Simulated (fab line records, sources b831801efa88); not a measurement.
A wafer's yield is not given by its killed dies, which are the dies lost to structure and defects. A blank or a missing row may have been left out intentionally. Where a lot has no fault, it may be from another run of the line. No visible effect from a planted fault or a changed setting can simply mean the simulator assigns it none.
Comparing a struck lot with a sound one ; flow sky130 ; 14 steps out of a route of 708
Sound: wafers L757.1, L757.5, L757.6. Struck: wafers L769.3, L769.4, L769.6. The cause is named last.
For every step that has rows: the tool of each side, followed by ch and its chambers, followed by its first start. Under that, the readings that differ: sound wafers ; struck wafers ; difference of the means ; sigmas: that difference in standard deviations of wafers without a fault.
alike: a reading whose means differ by less than 2 such deviations, as well as words and numbers matching on both sides. not compared: withheld readings; readings where some wafer has no value; bounds like >300 that might hide an equal value; numbers whose values overlap and for which the record gives no deviation.
The two part at a step that has a row with sigmas, a row that says differs or no value, or rows on one side only. Numbers that don't overlap but have no deviation are shown without sigmas and don't part them. A reading that every wafer of one side lacks parts them only if that side has two wafers or more.

first, 2 steps without rows for these wafers: SKY_VT_ADJUST_LVTN_PEB_16; SKY_VT_ADJUST_LVTN_DEVELOP_17 (develop time 60 s).
SKY_VT_ADJUST_LVTN_OVL_MEAS_18:
  sound on overlay-02, day 8 06:46; struck on overlay-02, day 11 12:31
reading;sound;struck;difference;sigmas
VT_ADJUST_LVTN_01_OVL (nm);2.4 1.5 3.7;-1.3 -3.1 -2.5;-4.8;-3
after that, 1 step had no rows for these wafers: SKY_VT_ADJUST_LVTN_IMPLANT_19.
SKY_VT_ADJUST_LVTN_STRIP_20: strips in O2/N2.
  sound on plasmaAsher-02 ch 0,1, day 8 06:58; struck on plasmaAsher-01 ch 0,1, day 11 12:43
  alike: drypumpMotorCurrentA, oesProductAu, stripTimeToEndpointS
  not compared: rfHoursCounterH
SKY_VT_ADJUST_LVTN_TW_MEAS_21:
  sound on filmMetro-02, day 8 07:04; struck on filmMetro-04, day 11 12:49
reading;sound;struck;difference;sigmas
VT_ADJUST_LVTN_2_TW;187.0 186.1 186.1;189.4 189.4 189.2;+2.9;+3
then, 6 steps without rows for these wafers: SKY_VT_ADJUST_NCORE_DEHYDRATE_00 (time 60 s); SKY_VT_ADJUST_NCORE_HMDS_01 (prime time 60 s); SKY_VT_ADJUST_NCORE_COAT_02 (resist thk 1140 nm); SKY_VT_ADJUST_NCORE_SOFTBAKE_03 (time 60 s); SKY_VT_ADJUST_NCORE_EXPOSE_04 (exposes mask LVTN COMPLEMENT THIN, target cd 380 nm); SKY_VT_ADJUST_NCORE_PEB_05.
SKY_VT_ADJUST_NCORE_DEVELOP_06: develop time 60 s.
  sound on lithoTrack-01 ch 0, day 9 04:02; struck on lithoTrack-02, day 12 12:33
  no value came back on the struck wafers for chillPlateTempC (C), developTimeS (s), exhaustPa (Pa); on the sound wafers chillPlateTempC (C) reads 22.92 22.80 22.92
SKY_VT_ADJUST_NCORE_CD_MEAS_07 targets a cd of 380 nm.
  sound on cdSem-01, day 9 04:11; struck on cdSem-01, day 12 12:41
reading;sound;struck;difference;sigmas
cdNm (nm);380.9 381.0 381.0;- - -;no value on the struck wafers;

WHERE THEY PART
At SKY_VT_ADJUST_LVTN_OVL_MEAS_18 first; at SKY_VT_ADJUST_NCORE_CD_MEAS_07 last (within this record only).

WHY: what had been put in by the simulator
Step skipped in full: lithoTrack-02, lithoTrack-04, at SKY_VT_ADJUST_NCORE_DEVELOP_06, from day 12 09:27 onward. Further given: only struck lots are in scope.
